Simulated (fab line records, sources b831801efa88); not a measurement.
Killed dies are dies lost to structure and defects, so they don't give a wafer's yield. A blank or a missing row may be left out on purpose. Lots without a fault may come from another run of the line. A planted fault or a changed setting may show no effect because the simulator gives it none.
Chamber matching | flow gf180mcu | GF_V1_CMP_04 on cmp-02: 4 sister chambers
The step polishes SiO2. 4 wafers are shown with their chamber, then 12 later ones without.

WAFERS WITH THEIR CHAMBER
wafer  | chamber | motor_current_A (A)
L087.2 | 0       | 12.3
L087.4 | 1       | 12.2
L090.3 | 3       | 13.4
L090.5 | 2       | 13.4

WAFERS WITHOUT THEIR CHAMBER
wafer  | motor_current_A (A)
L093.1 | 12.6
L093.5 | 13.6
L093.6 | 12.3
L092.1 | 12.3
L092.3 | 13.5
L092.4 | 13.0
L094.3 | 13.1
L094.4 | 13.4
L094.6 | 13.6
L095.2 | 11.8
L095.5 | 13.9
L095.6 | 12.7

WHICH CHAMBER EACH WENT THROUGH
wafer  | from the rows above               | in truth
L093.1 | can't be placed: 0 or 1 or 2 or 3 | 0
L093.5 | can't be placed: 2 or 3           | 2
L093.6 | can't be placed: 0 or 1           | 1
L092.1 | can't be placed: 0 or 1           | 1
L092.3 | can't be placed: 2 or 3           | 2
L092.4 | can't be placed: 2 or 3 or 0 or 1 | 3
L094.3 | can't be placed: 2 or 3 or 0      | 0
L094.4 | can't be placed: 2 or 3           | 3
L094.6 | can't be placed: 2 or 3           | 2
L095.2 | can't be placed: 1 or 0           | 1
L095.5 | can't be placed: 2 or 3           | 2
L095.6 | can't be placed: 0 or 1 or 2 or 3 | 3
Placed correctly: 0 of 12. Can't be placed from these rows: 12 (the true chamber is among the candidates in 12). Placed wrongly: 0.
How it was worked out, from the rows above alone: a wafer's distance from a chamber is the root of the sum, over the readings, of the square of ((its reading less the chamber's mean) divided by the reading's scatter). The wafer belongs to the nearest chamber; if the next one is less than 2 further off, it can't be placed. A chamber's mean is the mean of its shown wafers. The scatter: with one shown wafer a chamber, the root of the mean of the squares of how far each hidden wafer lies from its nearest shown one.
